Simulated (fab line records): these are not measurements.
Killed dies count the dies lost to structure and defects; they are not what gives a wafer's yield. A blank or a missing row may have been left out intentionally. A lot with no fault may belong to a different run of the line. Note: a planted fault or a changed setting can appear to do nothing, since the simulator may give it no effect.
Matching of chambers || flow gf180mcu || GF_CONTACT_CMP_27 on cmp-01 has 4 sister chambers
The step polishes, stops on SiO2, t overpolish 15 s, target thk 0 nm. 16 wafers are shown with their chamber, then 8 later ones without.

== EACH WAFER AND ITS CHAMBER ==
{"wafer": "L601.1", "chamber": 2, "motor-current-A (A)": 11.9, "time-to-endpoint-s (s)": 67}
{"wafer": "L601.2", "chamber": 1, "motor-current-A (A)": 11.9, "time-to-endpoint-s (s)": 71}
{"wafer": "L601.4", "chamber": 0, "motor-current-A (A)": 11.6, "time-to-endpoint-s (s)": 71}
{"wafer": "L602.2", "chamber": 2, "motor-current-A (A)": 12.9, "time-to-endpoint-s (s)": 65}
{"wafer": "L602.3", "chamber": 1, "motor-current-A (A)": 11.9, "time-to-endpoint-s (s)": 71}
{"wafer": "L602.6", "chamber": 2, "motor-current-A (A)": 12.2, "time-to-endpoint-s (s)": 68}
{"wafer": "L604.1", "chamber": 0, "motor-current-A (A)": 12.4, "time-to-endpoint-s (s)": 71}
{"wafer": "L604.3", "chamber": 3, "motor-current-A (A)": 13.1, "time-to-endpoint-s (s)": 75}
{"wafer": "L604.5", "chamber": 0, "motor-current-A (A)": 11.3, "time-to-endpoint-s (s)": 72}
{"wafer": "L606.1", "chamber": 2, "motor-current-A (A)": 12.5, "time-to-endpoint-s (s)": 67}
{"wafer": "L606.5", "chamber": 2, "motor-current-A (A)": 12.6, "time-to-endpoint-s (s)": 68}
{"wafer": "L606.6", "chamber": 1, "motor-current-A (A)": 12.5, "time-to-endpoint-s (s)": 72}
{"wafer": "L608.2", "chamber": 3, "motor-current-A (A)": 13.5, "time-to-endpoint-s (s)": 72}
{"wafer": "L608.4", "chamber": 0, "motor-current-A (A)": 11.1, "time-to-endpoint-s (s)": 74}
{"wafer": "L608.6", "chamber": 2, "motor-current-A (A)": 13.1, "time-to-endpoint-s (s)": 71}
{"wafer": "L614.1", "chamber": 0, "motor-current-A (A)": 12.0, "time-to-endpoint-s (s)": 72}

SIGNATURES (averages over the wafers above)
{"reading": "motor-current-A", "chamber 0": 11.680, "chamber 1": 12.100, "chamber 2": 12.533, "chamber 3": 13.300, "scatter within a chamber": 0.447}
{"reading": "time-to-endpoint-s", "chamber 0": 72.00, "chamber 1": 71.33, "chamber 2": 67.67, "chamber 3": 73.50, "scatter within a chamber": 1.59}
Rule: a wafer's distance from a chamber is the root of the sum, over the readings, of the square of ((its reading less the chamber's mean) divided by the reading's scatter). If the next closest chamber is less than 2 further off than the closest, the wafer can't be placed; otherwise it belongs to the closest. The scatter: the root of (the sum of the squares of (reading less its chamber's mean) over the shown wafers, divided by (wafers less chambers)).

== WAFERS MISSING THEIR CHAMBER ==
{"wafer": "L614.3", "motor-current-A (A)": 12.7, "time-to-endpoint-s (s)": 74}
{"wafer": "L614.6", "motor-current-A (A)": 11.5, "time-to-endpoint-s (s)": 75}
{"wafer": "L617.3", "motor-current-A (A)": 11.7, "time-to-endpoint-s (s)": 81}
{"wafer": "L617.5", "motor-current-A (A)": 12.9, "time-to-endpoint-s (s)": 74}
{"wafer": "L617.6", "motor-current-A (A)": 12.5, "time-to-endpoint-s (s)": 77}
{"wafer": "L619.1", "motor-current-A (A)": 12.8, "time-to-endpoint-s (s)": 69}
{"wafer": "L619.3", "motor-current-A (A)": 10.9, "time-to-endpoint-s (s)": 74}
{"wafer": "L619.4", "motor-current-A (A)": 11.9, "time-to-endpoint-s (s)": 79}

== THE CHAMBER EACH PASSED THROUGH ==
{"wafer": "L614.3", "from the rows above": "can't be placed: 3 or 1 or 0", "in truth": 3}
{"wafer": "L614.6", "from the rows above": "can't be placed: 0 or 1", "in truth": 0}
{"wafer": "L617.3", "from the rows above": "can't be placed: 0 or 3 or 1", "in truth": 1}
{"wafer": "L617.5", "from the rows above": "can't be placed: 3 or 1", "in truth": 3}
{"wafer": "L617.6", "from the rows above": "can't be placed: 3 or 0 or 1", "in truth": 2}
{"wafer": "L619.1", "from the rows above": "can't be placed: 2 or 1", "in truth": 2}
{"wafer": "L619.3", "from the rows above": "can't be placed: 0 or 1", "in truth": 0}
{"wafer": "L619.4", "from the rows above": "can't be placed: 0 or 3 or 1", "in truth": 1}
Correctly placed: 0 of 8. From these rows, 8 cannot be placed; in 7 the true chamber is one of the candidates. 0 placed wrongly.
